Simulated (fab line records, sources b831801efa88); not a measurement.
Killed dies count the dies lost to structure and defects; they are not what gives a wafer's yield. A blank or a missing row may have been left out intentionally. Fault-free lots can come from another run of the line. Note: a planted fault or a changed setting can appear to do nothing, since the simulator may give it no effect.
A struck lot beside a sound one	flow sky130	14 out of 708 route steps
Sound: wafers L164.1, L164.2, L164.6. Wafers struck: L174.1, L174.5, L174.6. The cause is named last.
For every step that has rows: the tool of each side, followed by ch and its chambers, followed by its first start. Under that, the readings that differ: sound wafers	struck wafers	difference of the means	sigmas: that difference in standard deviations of wafers without a fault.
alike: readings whose means differ by less than 2 such deviations, and words and numbers that are the same on both sides. not compared: withheld readings, readings that some wafer has no value for, bounds like >300 that may hide the same value, and numbers for which the record gives no deviation and whose values overlap.
The two part at a step that has a row with sigmas, a row that says differs or no value, or rows on one side only. When numbers do not overlap yet have no deviation, they are printed without sigmas and do not part them. A reading that every wafer of one side lacks parts them only if that side has two wafers or more.

first, 6 steps without rows for these wafers: SKY_METAL5_HMDS_08 (prime time 60 s); SKY_METAL5_COAT_09 (resist thk 1800 nm); SKY_METAL5_SOFTBAKE_10 (time 60 s); SKY_METAL5_EXPOSE_11 (exposes mask MM5, target cd 1600 nm); SKY_METAL5_PEB_12; SKY_METAL5_DEVELOP_13 (develop time 60 s).
SKY_METAL5_DESCUM_14: chemistry O2, time 11 s.
  sound on rie metal-01 ch 0,1, day 43 22:24; struck on rie metal-02 ch 0,1, day 46 18:09
  alike: drypump motor current A, oes product au
  not compared: rf hours counter h
SKY_METAL5_METAL_ETCH_15: etches the open film in Cl2/BCl3, stops on SiO2, target depth 1260 nm, time 252 s.
  sound on rie metal-01 ch 0,1, day 43 22:26; struck on rie metal-02 ch 0,1, day 46 18:11
reading	sound	struck	difference	sigmas
oes product au (a.u.)	0.895 0.883 0.893	0.899 0.907 0.894	+0.010	+2
  alike: drypump motor current A, mfc cl2 sccm, throttle valve pct
  not compared: rf hours counter h
SKY_METAL5_STRIP_16: strips in O2/N2.
  sound on plasma asher-04 ch 0,1, day 43 22:40; struck on plasma asher-02 ch 0,1, day 46 18:25
  alike: drypump motor current A, oes product au, strip time to endpoint s
  not compared: rf hours counter h
then, 3 steps without rows for these wafers: SKY_METAL5_STRIP_17 (strips in post etch residue remover, time 1200 s); SKY_METAL5_CLEAN_18 (cleans in IPA, time 180 s); SKY_METAL5_CLEAN_19 (cleans in O3/DIW).
SKY_PASSIVATION_CVD_00: deposits SiO2, target thk 90 nm.
  sound on pecvd-04 ch 1,2, day 43 23:18; struck on pecvd-03 ch 0,1, day 46 19:08
  no value came back on the struck wafers for heater power outer w (W), heater power w (W); on the sound wafers heater power outer w (W) reads 359 289 352
SKY_PAD_OPEN_PROBE_99:
  the record has rows for the sound wafers here (prober-02, day 45 21:33) and none for the struck ones

WHERE THEY PART
Earliest at SKY_METAL5_METAL_ETCH_15; latest, in this record, at SKY_PAD_OPEN_PROBE_99.

WHY: whatever the simulator had introduced
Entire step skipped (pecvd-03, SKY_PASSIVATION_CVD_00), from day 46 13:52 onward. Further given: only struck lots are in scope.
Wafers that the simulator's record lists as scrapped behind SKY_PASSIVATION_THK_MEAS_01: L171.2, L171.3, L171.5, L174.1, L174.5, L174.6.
